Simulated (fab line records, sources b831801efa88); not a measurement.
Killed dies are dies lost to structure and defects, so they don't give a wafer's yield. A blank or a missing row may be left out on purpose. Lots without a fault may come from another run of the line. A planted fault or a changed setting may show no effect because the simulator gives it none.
Chamber matching | flow gf180mcu | GF_V2_CMP_04 on cmp-02: 4 sister chambers
The step polishes SiO2. 7 wafers are shown with their chamber, then 7 later ones without.

WAFERS WITH THEIR CHAMBER
wafer  | chamber | time_to_endpoint_s (s) | motor_current_A (A)
L178.1 | 0       | 82                     | 12.1
L178.4 | 1       | 84                     | 11.6
L179.1 | 0       | 84                     | 12.8
L179.3 | 1       | 78                     | 12.1
L179.4 | 3       | 103                    | 11.6
L183.4 | 2       | 92                     | 11.5
L183.5 | 3       | 105                    | 11.9

WAFERS WITHOUT THEIR CHAMBER
wafer  | time_to_endpoint_s (s) | motor_current_A (A)
L183.6 | 101                    | 12.3
L188.3 | 88                     | 12.0
L188.5 | 84                     | 12.4
L188.6 | 78                     | 12.7
L190.2 | 78                     | 12.5
L190.4 | 81                     | 12.3
L190.5 | 85                     | 11.8

WHICH CHAMBER EACH WENT THROUGH
wafer  | from the rows above          | in truth
L183.6 | 3                            | 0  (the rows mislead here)
L188.3 | can't be placed: 2 or 0 or 1 | 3
L188.5 | can't be placed: 0 or 1      | 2
L188.6 | can't be placed: 0 or 1      | 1
L190.2 | can't be placed: 0 or 1      | 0
L190.4 | can't be placed: 0 or 1      | 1
L190.5 | can't be placed: 1 or 0 or 2 | 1
Placed correctly: 0 of 7. Can't be placed from these rows: 6 (the true chamber is among the candidates in 4). Placed wrongly: 1.
How it was worked out, from the rows above alone: a wafer's distance from a chamber is the root of the sum, over the readings, of the square of ((its reading less the chamber's mean) divided by the reading's scatter). The wafer belongs to the nearest chamber; if the next one is less than 2 further off, it can't be placed. A chamber's mean is the mean of its shown wafers. The scatter: the root of (the sum of the squares of (reading less its chamber's mean) over the shown wafers, divided by (wafers less chambers)).
